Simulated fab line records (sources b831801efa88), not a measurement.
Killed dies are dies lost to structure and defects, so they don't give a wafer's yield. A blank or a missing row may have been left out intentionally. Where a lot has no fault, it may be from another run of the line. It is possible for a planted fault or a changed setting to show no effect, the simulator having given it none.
Which tool is to blame? | flow sky130 | Sampling: 6 lots, 18 wafers, 2 of 708 route steps

== WHAT THE GAUGES SHOWED, per wafer ==
SKY_LI_CONTACT_CD_MEAS_12 targets a cd of 170 nm.
lot  | measured     | on        | cd nm (nm)
L234 | day 29 04:55 | cd sem-02 | 172.0 171.1 172.5
L236 | day 30 03:05 | cd sem-01 | 168.4 169.8 169.2
L240 | day 31 18:37 | cd sem-01 | 149.1 149.3 149.3
L243 | day 32 22:35 | cd sem-02 | 168.1 168.8 167.8
L250 | day 34 19:32 | cd sem-01 | 166.8 168.4 168.4
L254 | day 35 22:46 | cd sem-01 | 171.1 170.4 171.6

== WHICH TOOL RAN EACH LOT (tool, then ch and the chambers of the sampled wafers, then the start) ==
lot  | SKY_LI_CONTACT_EXPOSE_09
L234 | krf scanner-02 ch 0, day 28 14:56
L236 | krf scanner-01 ch 0, day 29 13:20
L240 | krf scanner-01 ch 0, day 31 05:28
L243 | krf scanner-01 ch 0, day 32 09:32
L250 | krf scanner-01 ch 0, day 34 07:02
L254 | krf scanner-01 ch 0, day 35 09:59
- SKY_LI_CONTACT_EXPOSE_09: exposes mask LICM1, target cd 170 nm.

== THE ANSWER, worked out from the rows above alone ==
Rule: the usual values come from the lots themselves. Put in order of their means at a reading, lots are off if they are a third of the lots or fewer, leave a main group of 4 or more, and stand apart from it by a gap of 3 or more times the standard deviation of the main group's means; of several such gaps the widest counts. Not used: any main group whose means are identical at the precision the tables above print for the reading. A lot without any number at a reading at which 4 lots or more have one is off too. All remaining lots with rows at the step are treated as sound.
Off: L240, at SKY_LI_CONTACT_CD_MEAS_12 (cd nm). Mean 169.6 nm and standard deviation 1.6 in the main group.
If a tool, at a process step before that reading, ran all the lots that are off and no sound lot after the first of them, it fits. Gauges at SKY_LI_CONTACT_CD_MEAS_12: tried the same way as those tools. Not one of the candidates tried fits.

== WHAT WAS PUT IN BY THE SIMULATOR ==
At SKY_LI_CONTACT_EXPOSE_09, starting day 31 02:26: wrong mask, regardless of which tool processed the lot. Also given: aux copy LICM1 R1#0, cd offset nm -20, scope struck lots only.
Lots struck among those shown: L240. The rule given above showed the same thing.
